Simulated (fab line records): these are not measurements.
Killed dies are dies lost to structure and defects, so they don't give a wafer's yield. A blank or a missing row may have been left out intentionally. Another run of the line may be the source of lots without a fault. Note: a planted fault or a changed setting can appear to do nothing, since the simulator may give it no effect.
Chamber matching / flow gf180mcu / 4 sister chambers for GF_V2_CMP_04 on cmp-02
The step polishes SiO2. 30 wafers are shown with their chamber, then 12 later ones without.

WAFERS WITH THEIR CHAMBER
wafer=L077.1; chamber=1; motor_current_A (A)=14.2; time_to_endpoint_s (s)=80
wafer=L077.2; chamber=2; motor_current_A (A)=10.0; time_to_endpoint_s (s)=78
wafer=L077.5; chamber=2; motor_current_A (A)=10.0; time_to_endpoint_s (s)=82
wafer=L078.2; chamber=0; motor_current_A (A)=10.6; time_to_endpoint_s (s)=85
wafer=L078.4; chamber=3; motor_current_A (A)=12.4; time_to_endpoint_s (s)=78
wafer=L078.6; chamber=2; motor_current_A (A)=10.9; time_to_endpoint_s (s)=87
wafer=L082.2; chamber=1; motor_current_A (A)=13.4; time_to_endpoint_s (s)=81
wafer=L082.3; chamber=2; motor_current_A (A)=10.9; time_to_endpoint_s (s)=80
wafer=L082.5; chamber=2; motor_current_A (A)=10.5; time_to_endpoint_s (s)=87
wafer=L083.1; chamber=3; motor_current_A (A)=12.0; time_to_endpoint_s (s)=72
wafer=L083.4; chamber=0; motor_current_A (A)=11.1; time_to_endpoint_s (s)=82
wafer=L083.5; chamber=3; motor_current_A (A)=12.7; time_to_endpoint_s (s)=76
wafer=L084.1; chamber=2; motor_current_A (A)=10.5; time_to_endpoint_s (s)=80
wafer=L084.3; chamber=1; motor_current_A (A)=13.5; time_to_endpoint_s (s)=71
wafer=L084.6; chamber=0; motor_current_A (A)=11.3; time_to_endpoint_s (s)=82
wafer=L085.3; chamber=2; motor_current_A (A)=10.5; time_to_endpoint_s (s)=75
wafer=L085.4; chamber=0; motor_current_A (A)=10.4; time_to_endpoint_s (s)=75
wafer=L085.6; chamber=3; motor_current_A (A)=11.8; time_to_endpoint_s (s)=79
wafer=L086.2; chamber=3; motor_current_A (A)=12.3; time_to_endpoint_s (s)=78
wafer=L086.4; chamber=1; motor_current_A (A)=14.0; time_to_endpoint_s (s)=82
wafer=L086.6; chamber=1; motor_current_A (A)=13.4; time_to_endpoint_s (s)=82
wafer=L087.1; chamber=3; motor_current_A (A)=12.0; time_to_endpoint_s (s)=80
wafer=L087.4; chamber=1; motor_current_A (A)=13.7; time_to_endpoint_s (s)=86
wafer=L087.6; chamber=3; motor_current_A (A)=11.9; time_to_endpoint_s (s)=85
wafer=L088.4; chamber=1; motor_current_A (A)=14.2; time_to_endpoint_s (s)=83
wafer=L088.5; chamber=3; motor_current_A (A)=12.0; time_to_endpoint_s (s)=80
wafer=L088.6; chamber=0; motor_current_A (A)=10.9; time_to_endpoint_s (s)=80
wafer=L091.1; chamber=0; motor_current_A (A)=11.0; time_to_endpoint_s (s)=85
wafer=L091.4; chamber=1; motor_current_A (A)=12.5; time_to_endpoint_s (s)=87
wafer=L091.6; chamber=0; motor_current_A (A)=10.8; time_to_endpoint_s (s)=88

SIGNATURES (averages over the wafers above)
reading=motor_current_A; chamber 0=10.871; chamber 1=13.613; chamber 2=10.471; chamber 3=12.137; scatter within a chamber=0.402
reading=time_to_endpoint_s; chamber 0=82.43; chamber 1=81.50; chamber 2=81.29; chamber 3=78.50; scatter within a chamber=4.33
Rule: distance of a wafer from a chamber = root of the sum over the readings of ((wafer's reading minus chamber's mean) / reading's scatter) squared. The wafer belongs to the nearest chamber; if the next one is less than 2 further off, it can't be placed. How the scatter is found: for the shown wafers, subtract from each reading the mean of its chamber, square and add these, divide the total by (wafers less chambers), then take the root.

WAFERS WITH NO CHAMBER GIVEN
wafer=L092.1; motor_current_A (A)=10.9; time_to_endpoint_s (s)=74
wafer=L092.2; motor_current_A (A)=13.8; time_to_endpoint_s (s)=70
wafer=L092.6; motor_current_A (A)=10.2; time_to_endpoint_s (s)=80
wafer=L094.1; motor_current_A (A)=10.1; time_to_endpoint_s (s)=75
wafer=L094.3; motor_current_A (A)=11.6; time_to_endpoint_s (s)=75
wafer=L094.6; motor_current_A (A)=10.1; time_to_endpoint_s (s)=75
wafer=L096.4; motor_current_A (A)=11.9; time_to_endpoint_s (s)=78
wafer=L096.5; motor_current_A (A)=10.9; time_to_endpoint_s (s)=75
wafer=L096.6; motor_current_A (A)=13.8; time_to_endpoint_s (s)=80
wafer=L097.1; motor_current_A (A)=13.7; time_to_endpoint_s (s)=80
wafer=L097.4; motor_current_A (A)=10.3; time_to_endpoint_s (s)=78
wafer=L097.5; motor_current_A (A)=10.4; time_to_endpoint_s (s)=83

WHICH CHAMBER EACH ONE RAN IN
wafer=L092.1; from the rows above=can't be placed: 0 or 2 or 3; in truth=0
wafer=L092.2; from the rows above=can't be placed: 1 or 3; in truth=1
wafer=L092.6; from the rows above=can't be placed: 2 or 0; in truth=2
wafer=L094.1; from the rows above=can't be placed: 2 or 0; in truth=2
wafer=L094.3; from the rows above=can't be placed: 3 or 0 or 2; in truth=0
wafer=L094.6; from the rows above=can't be placed: 2 or 0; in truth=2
wafer=L096.4; from the rows above=3; in truth=3
wafer=L096.5; from the rows above=can't be placed: 0 or 2 or 3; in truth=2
wafer=L096.6; from the rows above=1; in truth=1
wafer=L097.1; from the rows above=1; in truth=1
wafer=L097.4; from the rows above=can't be placed: 2 or 0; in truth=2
wafer=L097.5; from the rows above=can't be placed: 2 or 0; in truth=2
Placed correctly: 3 of 12. From these rows, 9 cannot be placed; in 9 the true chamber is one of the candidates. Number placed wrongly: 0.
